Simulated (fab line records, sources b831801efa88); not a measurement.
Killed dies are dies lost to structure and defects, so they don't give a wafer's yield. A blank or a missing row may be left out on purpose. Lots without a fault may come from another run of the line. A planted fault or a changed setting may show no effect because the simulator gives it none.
fab line records | flow sfq_line
record lots=13 wafers=39 last_day=83
route steps=325 shown M3@130 JJ@179
lots that met no fault: from a run of the same line without faults
start_h: hours from the record's first day to the start of the lot's first wafer shown | wait_h: hours since the lot's step before | " the same as in the row above | L1.1+2: a row that stands for several wafers | - no value, or no start given | * or withheld: withheld | < > ~ a bound
route shown NAME@n: a module of which the file shows steps, and the number in the route of the first | usual: mean/standard deviation of fault-free wafers | same: alike in all rows | chamber/n: place in a boat | sites: the reading at each site | _std_site: their standard deviation | _edge_site: outer sites' mean less inner sites' | radius_mm: how far each site lies from the wafer's centre | mask NAME#n: copy n | behind: the tool/chamber that last shaped the wafer | hold: why the lot was held/for how many hours/how that ended | device: the transistor (n, p or np) that didn't switch | end of line: the same wafers' tests at the end of the route | a step without rows: its recipe alone | killed: dies lost to structure and defects at the first sort, not the wafer's yield | map: a wafer's dies, x killed, . not, _ none there
set.NAME: the setting as run; set.NAME@STEP: as run at that earlier step | model.NAME: the simulator's own value behind a step, which no gauge read
steps of the route over a sample of lots; a table a step, a row a wafer
services: from which hour (start_h, from the record's first day; less than 0 if before it) a tool's chamber was out of use, for how many hours, and why
## steps
# step SFQ_TRILAYER_M3_ETCH_METAL_ETCH_078
# recipe target=Nb stop_on=SiO2 mask_material=PR chemistry=Cl2/Ar target_depth_nm=240 icp_w=600 bias_w=80 pressure_mtorr=10 time_s=120
# usual drypump_motor_current_A=5.7/0.5 oes_product_au=0.894/0.0066
# columns lot.wafer tool chamber start_h wait_h drypump_motor_current_A oes_product_au rf_hours_counter_h
L819.2 rie_metal-03 0 647.64 0.0 6.0 0.880 75
L819.5 " 1 " " 5.0 0.893 -
L819.6 " 0 " " 6.0 0.883 -
L820.2 rie_metal-01 0 665.77 0.0 5.3 0.896 116
L820.5 " 1 " " 5.6 0.898 -
L820.6 " 0 " " 5.3 0.903 -
L821.1 rie_metal-01 0 670.57 0.0 5.3 0.894 117
L821.4 " 1 " " 5.6 0.896 -
L821.5 " 0 " " 5.3 0.897 -
L822.1 rie_metal-02 0 672.97 0.0 6.6 0.885 11
L822.2 " 1 " " 6.0 0.893 62
L822.3 " 0 " " 6.6 0.885 -
L825.1 rie_metal-03 1 766.45 0.0 5.0 0.897 27
L825.3 " 1 " " 5.0 0.895 -
L825.6 " 1 " " 5.0 0.897 -
L827.1 rie_metal-02 0 779.61 0.0 6.6 0.895 28
L827.4 " 0 " " 6.7 0.886 -
L827.6 " 1 " " 5.9 0.888 -
L829.1 rie_metal-02 0 799.54 0.0 6.6 0.889 30
L829.3 " 1 " " 5.9 0.890 -
L829.5 " 1 " " 5.9 0.890 -
L836.2 rie_metal-03 0 861.12 0.0 6.0 0.896 109
L836.3 " 1 " " 5.0 0.886 -
L836.5 " 0 " " 5.9 0.888 -
L838.1 rie_metal-02 1 869.52 0.0 6.0 0.887 88
L838.3 " 1 " " 6.0 0.890 -
L838.6 " 1 " " 6.0 0.888 -
L839.2 rie_metal-03 1 880.32 0.0 5.0 0.907 44
L839.3 " 1 " " 5.0 0.898 -
L839.5 " 0 " " 6.0 0.910 -
L840.3 rie_metal-01 0 882.76 0.1 5.3 0.895 -
L840.4 " 1 " " 5.7 0.892 -
L840.5 " 1 " " 5.6 0.903 -
L841.1 rie_metal-01 1 886.32 0.0 5.6 0.910 124
L841.2 " 0 " " 5.3 0.894 150
L841.6 " 0 " " 5.3 0.896 -
L842.4 rie_metal-01 1 889.96 0.1 5.7 0.896 -
L842.5 " 0 " " 5.3 0.898 -
L842.6 " 1 " " 5.7 0.902 -
# step SFQ_TRILAYER_JJ_TRILAYER_DEP_SPUTTER_109
# recipe material=Nb base_pressure_pa=1.33e-06 chamber_pressure_pa=0.1333 substrate_temp_c=20 target_thk_nm=150 power_w=2000 time_s=100
# usual base_pressure_pa=1.34e-06/7.4e-08 chamber_pressure_pa=0.13328/0.00028 throttle_valve_pct=29.7/0.92
# columns lot.wafer tool chamber start_h wait_h base_pressure_pa chamber_pressure_pa throttle_valve_pct
L819.2 pvd_sputter-06 - 1095.08 0.0 1.45e-06 0.13294 29.3
L819.5 " - " " 1.36e-06 0.13355 29.3
L819.6 " - " " 1.48e-06 0.13299 29.8
L820.2 pvd_sputter-04 - 1108.28 0.0 1.55e-06 0.13315 28.8
L820.5 " - " " 1.26e-06 0.13344 29.4
L820.6 " - " " 1.28e-06 0.13371 30.4
L821.1 pvd_sputter-05 - 1111.88 0.0 1.29e-06 0.13316 31.6
L821.4 " - " " 1.29e-06 0.1335 28.3
L821.5 " - " " 1.24e-06 0.13324 29.7
L822.1 pvd_sputter-04 - 1115.49 0.0 1.46e-06 0.13317 29.2
L822.2 " - " " 1.36e-06 0.13379 30.3
L822.3 " - " " 1.39e-06 0.13294 28.7
L825.1 pvd_sputter-04 - 1215.28 0.0 1.45e-06 0.13293 28.9
L825.3 " - " " 1.22e-06 0.13363 29.3
L825.6 " - " " 1.3e-06 0.13386 29.4
L827.1 pvd_sputter-04 - 1235.68 0.0 1.27e-06 0.13373 29.2
L827.4 " - " " 1.29e-06 0.13287 30.7
L827.6 " - " " 1.32e-06 0.13368 29.1
L829.1 pvd_sputter-06 - 1252.28 0.0 1.48e-06 0.13316 30.2
L829.3 " - " " 1.33e-06 0.1334 29.4
L829.5 " - " " 1.33e-06 0.13344 29.2
L836.2 pvd_sputter-06 - 1297.29 0.0 1.44e-06 0.13277 29.1
L836.3 " - " " 1.32e-06 0.13328 30.2
L836.5 " - " " 1.37e-06 0.13277 29.3
L838.1 pvd_sputter-04 - 1308.08 0.0 1.32e-06 0.13327 30.6
L838.3 " - " " 1.37e-06 0.13436 29.2
L838.6 " - " " 1.25e-06 0.13335 28.5
L839.2 pvd_sputter-04 - 1321.06 0.0 1.37e-06 0.13335 28.8
L839.3 " - " " 1.34e-06 0.13349 29.6
L839.5 " - " " 1.4e-06 0.13364 30.4
L840.3 pvd_sputter-06 - 1324.64 0.0 1.3e-06 0.13335 29.4
L840.4 " - " " 1.41e-06 0.13337 29.9
L840.5 " - " " 1.36e-06 0.13298 28.9
L841.1 pvd_sputter-04 - 1325.84 0.0 1.25e-06 0.13325 28.7
L841.2 " - " " 1.38e-06 0.1329 30.1
L841.6 " - " " 1.43e-06 0.13294 28.9
L842.4 pvd_sputter-05 - 1329.44 0.0 1.32e-06 0.13342 30.2
L842.5 " - " " 1.31e-06 0.13313 31.8
L842.6 " - " " 1.39e-06 0.13299 28.3
# step SFQ_TRILAYER_JJ_TRILAYER_DEP_SPUTTER_110
# recipe material=Al base_pressure_pa=1.33e-06 target_thk_nm=8 power_w=500 time_s=10 chamber_pressure_pa=0.4
# usual base_pressure_pa=1.33e-06/7.3e-08 chamber_pressure_pa=0.4000/0.00078 throttle_valve_pct=29.7/0.94
# columns lot.wafer tool chamber start_h wait_h base_pressure_pa chamber_pressure_pa throttle_valve_pct
L819.2 pvd_sputter-06 - 1095.15 0.0 1.29e-06 0.3998 29.2
L819.5 " - " " 1.32e-06 0.3979 29.0
L819.6 " - " " 1.45e-06 0.4009 29.8
L820.2 pvd_sputter-04 - 1108.35 0.0 1.37e-06 0.4001 28.8
L820.5 " - " " 1.33e-06 0.4002 29.3
L820.6 " - " " 1.21e-06 0.3978 30.4
L821.1 pvd_sputter-05 - 1111.95 0.0 1.24e-06 0.4003 31.7
L821.4 " - " " 1.27e-06 0.3986 28.2
L821.5 " - " " 1.28e-06 0.3997 29.9
L822.1 pvd_sputter-04 - 1115.56 0.0 1.33e-06 0.3993 29.3
L822.2 " - " " 1.28e-06 0.4013 30.4
L822.3 " - " " 1.24e-06 0.4001 28.6
L825.1 pvd_sputter-04 - 1215.35 0.0 1.25e-06 0.4005 28.8
L825.3 " - " " 1.27e-06 0.4003 29.0
L825.6 " - " " 1.41e-06 0.3999 29.2
L827.1 pvd_sputter-04 - 1235.75 0.0 1.42e-06 0.4011 29.2
L827.4 " - " " 1.31e-06 0.3998 30.4
L827.6 " - " " 1.32e-06 0.3995 29.3
L829.1 pvd_sputter-06 - 1252.35 0.0 1.21e-06 0.3998 29.9
L829.3 " - " " 1.29e-06 0.4003 29.1
L829.5 " - " " 1.41e-06 0.4001 29.3
L836.2 pvd_sputter-06 - 1297.36 0.0 1.36e-06 0.4003 29.4
L836.3 " - " " 1.27e-06 0.4005 30.1
L836.5 " - " " 1.34e-06 0.3999 29.2
L838.1 pvd_sputter-04 - 1308.15 0.0 1.3e-06 0.4002 30.5
L838.3 " - " " 1.28e-06 0.4001 29.3
L838.6 " - " " 1.28e-06 0.4010 28.5
L839.2 pvd_sputter-04 - 1321.13 0.0 1.42e-06 0.3998 28.7
L839.3 " - " " 1.43e-06 0.4005 29.4
L839.5 " - " " 1.35e-06 0.3995 30.5
L840.3 pvd_sputter-06 - 1324.71 0.0 1.18e-06 0.4008 29.5
L840.4 " - " " 1.37e-06 0.3982 30.1
L840.5 " - " " 1.4e-06 0.3988 28.7
L841.1 pvd_sputter-04 - 1325.91 0.0 1.33e-06 0.4001 28.8
L841.2 " - " " 1.39e-06 0.3991 30.4
L841.6 " - " " 1.32e-06 0.4011 28.8
L842.4 pvd_sputter-05 - 1329.51 0.0 1.34e-06 0.4012 29.7
L842.5 " - " " 1.24e-06 0.3993 31.8
L842.6 " - " " 1.34e-06 0.3998 28.3
# step SFQ_TRILAYER_JJ_TRILAYER_DEP_SPUTTER_112
# recipe material=Nb base_pressure_pa=1.33e-06 chamber_pressure_pa=0.1333 substrate_temp_c=20 target_thk_nm=170 power_w=2000 time_s=113.3
# usual base_pressure_pa=1.33e-06/6.5e-08 chamber_pressure_pa=0.13333/0.00027 throttle_valve_pct=29.7/0.92
# columns lot.wafer tool chamber start_h wait_h base_pressure_pa chamber_pressure_pa throttle_valve_pct
L819.2 pvd_sputter-06 - 1096.17 0.5 1.4e-06 0.1337 29.3
L819.5 " - " " 1.33e-06 0.1337 29.1
L819.6 " - " " 1.34e-06 0.1336 30.0
L820.2 pvd_sputter-04 - 1109.37 0.5 1.37e-06 0.13381 28.7
L820.5 " - " " 1.31e-06 0.13298 29.4
L820.6 " - " " 1.38e-06 0.13329 30.5
L821.1 pvd_sputter-05 - 1112.97 0.5 1.32e-06 0.13335 31.8
L821.4 " - " " 1.35e-06 0.13335 28.3
L821.5 " - " " 1.29e-06 0.13329 30.1
L822.1 pvd_sputter-04 - 1116.59 0.5 1.28e-06 0.1335 29.4
L822.2 " - " " 1.33e-06 0.13377 30.5
L822.3 " - " " 1.5e-06 0.13312 29.0
L825.1 pvd_sputter-04 - 1216.37 0.5 1.3e-06 0.13332 28.6
L825.3 " - " " 1.33e-06 0.13312 29.5
L825.6 " - " " 1.38e-06 0.1331 29.1
L827.1 pvd_sputter-04 - 1236.77 0.5 1.35e-06 0.13356 29.2
L827.4 " - " " 1.32e-06 0.13314 30.5
L827.6 " - " " 1.39e-06 0.1338 29.3
L829.1 pvd_sputter-06 - 1253.37 0.5 1.21e-06 0.13341 30.1
L829.3 " - " " 1.45e-06 0.1334 29.1
L829.5 " - " " 1.32e-06 0.13333 28.9
L836.2 pvd_sputter-06 - 1298.39 0.5 1.31e-06 0.13354 29.5
L836.3 " - " " 1.29e-06 0.13292 30.1
L836.5 " - " " 1.29e-06 0.1334 29.3
L838.1 pvd_sputter-04 - 1309.17 0.5 1.28e-06 0.13344 30.5
L838.3 " - " " 1.37e-06 0.13366 29.1
L838.6 " - " " 1.36e-06 0.13349 28.8
L839.2 pvd_sputter-04 - 1322.15 0.5 1.42e-06 0.13302 28.6
L839.3 " - " " 1.25e-06 0.13329 28.9
L839.5 " - " " 1.4e-06 0.13269 30.4
L840.3 pvd_sputter-06 - 1325.73 0.5 1.3e-06 0.1332 29.3
L840.4 " - " " 1.46e-06 0.13358 30.2
L840.5 " - " " 1.34e-06 0.13358 29.1
L841.1 pvd_sputter-04 - 1326.93 0.5 1.32e-06 0.13315 28.6
L841.2 " - " " 1.45e-06 0.1334 30.3
L841.6 " - " " 1.29e-06 0.13396 28.5
L842.4 pvd_sputter-05 - 1330.53 0.5 1.32e-06 0.13387 30.1
L842.5 " - " " 1.34e-06 0.1335 31.7
L842.6 " - " " 1.41e-06 0.13338 28.4
# step SFQ_JJ_RS_MEAS_929
# recipe thk_meas_gauge=four-point-probe reads=Nb_of_TRILAYER_JJ_TRILAYER_DEP_SPUTTER_112
# usual JJ_NB_RS=1.051/0.0085
# columns lot.wafer tool chamber start_h wait_h hold JJ_NB_RS[ohm/sq]
L819.2 film_metro-03 - 1096.27 0.1 - 1.056
L819.5 " - " " - 1.052
L819.6 " - " " - 1.061
L820.2 film_metro-04 - 1109.47 0.1 - 1.046
L820.5 " - " " - 1.054
L820.6 " - " " - 1.046
L821.1 film_metro-04 - 1113.05 0.0 - 1.042
L821.4 " - " " - 1.034
L821.5 " - " " - 1.048
L822.1 film_metro-03 - 1116.67 0.0 - 1.044
L822.2 " - " " - 1.048
L822.3 " - " " - 1.051
L825.1 film_metro-02 - 1216.45 0.0 - 1.043
L825.3 " - " " - 1.038
L825.6 " - " " - 1.045
L827.1 film_metro-04 - 1236.85 0.0 await_dispo/0.2h/release 1.044
L827.4 " - " " await_dispo/0.2h/release 0.818
L827.6 " - " " await_dispo/0.2h/release 1.033
L827.1 film_metro-04 - 1237.14 0.3 - 1.044
L827.4 " - " " - 0.820
L827.6 " - " " - 1.033
L829.1 film_metro-02 - 1253.45 0.0 - 1.053
L829.3 " - " " - 1.055
L829.5 " - " " - 1.056
L836.2 film_metro-04 - 1298.49 0.1 - 1.066
L836.3 " - " " - 1.066
L836.5 " - " " - 1.061
L838.1 film_metro-03 - 1309.25 0.0 - 1.041
L838.3 " - " " - 1.050
L838.6 " - " " - 1.045
L839.2 film_metro-02 - 1322.25 0.1 - 1.041
L839.3 " - " " - 1.043
L839.5 " - " " - 1.051
L840.3 film_metro-04 - 1325.85 0.1 - 1.044
L840.4 " - " " - 1.045
L840.5 " - " " - 1.053
L841.1 film_metro-02 - 1327.01 0.0 - 1.053
L841.2 " - " " - 1.061
L841.6 " - " " - 1.053
L842.4 film_metro-02 - 1330.67 0.1 - 1.061
L842.5 " - " " - 1.055
L842.6 " - " " - 1.056
## services
# columns tool chamber start_h hours kind
pvd_sputter-06 - 663.17 1.2 repair
pvd_sputter-04 - 720.94 2.4 repair
pvd_sputter-05 - 721.62 5.3 repair
pvd_sputter-05 - 731.93 1.2 repair
rie_metal-02 1 738.27 6.8 repair
pvd_sputter-04 - 749.63 1.9 repair
rie_metal-02 - 757.61 1.4 repair
pvd_sputter-04 - 760.42 12.2 repair
pvd_sputter-06 - 761.82 15.5 repair
rie_metal-01 1 765.12 1.9 repair
rie_metal-01 - 782.19 1.7 repair
pvd_sputter-04 - 818.90 1.1 repair
pvd_sputter-06 - 931.23 8.2 repair
pvd_sputter-05 - 952.80 0.8 repair
pvd_sputter-04 - 954.13 2.2 repair
pvd_sputter-06 - 1059.35 2.2 repair
pvd_sputter-06 - 1072.06 0.7 repair
rie_metal-01 1 1072.21 14.3 repair
pvd_sputter-04 - 1072.87 6.5 repair
rie_metal-01 - 1101.60 1.4 pm
pvd_sputter-06 - 1113.80 50.0 repair
rie_metal-01 1 1114.51 17.4 repair
rie_metal-01 1 1228.66 1.9 repair
rie_metal-01 - 1301.64 2.8 pm
## key
first_sign step=SFQ_JJ_RS_MEAS_929 reading=visit direction=added
effect step=SFQ_JJ_RS_MEAS_929 reading=JJ_NB_RS direction=down sigmas=27 usual=1.051 struck=0.818
met_at SFQ_TRILAYER_JJ_TRILAYER_DEP_SPUTTER_112
struck_lots L827
struck_wafers L827.4
not_acting_at SFQ_TRILAYER_M3_ETCH_METAL_ETCH_078,SFQ_TRILAYER_JJ_TRILAYER_DEP_SPUTTER_109,SFQ_TRILAYER_JJ_TRILAYER_DEP_SPUTTER_110
onset_between 1116.59 1236.77
fault kind=process_parameter_drift tool=pvd_sputter-04 chamber=- onset_h=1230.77 steps=SFQ_TRILAYER_JJ_TRILAYER_DEP_SPUTTER_112 channel=time_s offset=* shape=step end_h=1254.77 acts_in=* stated=* scope=struck_wafers_only
